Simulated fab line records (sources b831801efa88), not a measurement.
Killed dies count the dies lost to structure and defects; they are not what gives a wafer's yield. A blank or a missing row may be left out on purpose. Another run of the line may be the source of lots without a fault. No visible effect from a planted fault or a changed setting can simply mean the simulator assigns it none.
Problem report in the 8D (eight disciplines) form, filled by code	flow sfq line	the parts of the form that need people (team, actions taken, sign-off) are left out

1. THE ISSUE
heater power total W at SFQ_TRILAYER_I4_VIA_LITHO_PEB_106 reads a mean of 88.59 W on 2 wafers of 2 lots; wafers without a fault read 79.15 W with a standard deviation of 0.071. So: +99 or more standard deviations from the usual mean.
The step: peb time 60 s.
The first sign was on wafer L971.4 at day 50 08:31, on litho track-01. The record has a number at this step for 41 wafers belonging to 14 lots. Rule for "out", or "out of limits": more than 4 standard deviations from the usual mean. Any other wafer with a number is counted as sound.

2. WHAT IT IS, AND WHAT IT ISN'T
question	is	is not
which readings at this step	heater power total W	-
which lots	L971, L972	L960, L962, L963, L964, L965, L966, L967, L968, L969, L981, L982, L983
which wafers of those lots	L971.4, L972.4	L971.2, L971.3, L972.2
read on which tools	litho track-01	litho track-03, litho track-04
when	from day 50 08:31	up to then (29 sound wafers); but 10 sound wafers of L972, L981, L982, L983 came after

3. THE SUSPECTS, EACH WITH WHAT RULES IT OUT
Counting: any tool at a process step up to the reading remains a suspect provided it ran every lot that is out. Sound lots after the first of them don't rule it out here, since some wafers of a struck lot are sound.
- litho track-01 at SFQ_TRILAYER_I4_VIA_LITHO_PEB_106 (peb time 60 s): kept. Every lot that is out went through it, the first being L971 (day 50 08:31); the last sound lot it ran before that was L969 (day 49 03:41). Its own heater power total W readings are out on those wafers.
Left after counting: litho track-01 at SFQ_TRILAYER_I4_VIA_LITHO_PEB_106.

4. THE CAUSE (what the simulator had put in)
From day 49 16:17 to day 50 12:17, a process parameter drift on litho track-01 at SFQ_TRILAYER_I4_VIA_LITHO_PEB_106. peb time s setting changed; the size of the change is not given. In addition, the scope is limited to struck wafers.
This tool alone remained once counting was done.

5. THE EFFECT CHAIN, in route order
Each row: a reading where the mean over the struck wafers with a number is more than 3 standard deviations away from the usual. Only readings whose record carries a usual standard deviation are examined. hours: median over the lots of the time between each lot's start at the first step of this table that gives one and its start at this step. sigmas: the change, counted in usual standard deviations.
hours	step	reading	usual	on struck wafers	change	sigmas
0	SFQ_TRILAYER_I4_VIA_LITHO_PEB_106	heater power total W	79.15 W	88.59	+9.44	+99 or more
Here are the process steps it includes:
- SFQ_TRILAYER_I4_VIA_LITHO_PEB_106: peb time 60 s.

6. WHAT WOULD HAVE CAUGHT IT SOONER
First out-of-limits reading in this record: day 50 08:31, which is 16 hours after fault onset at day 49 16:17.
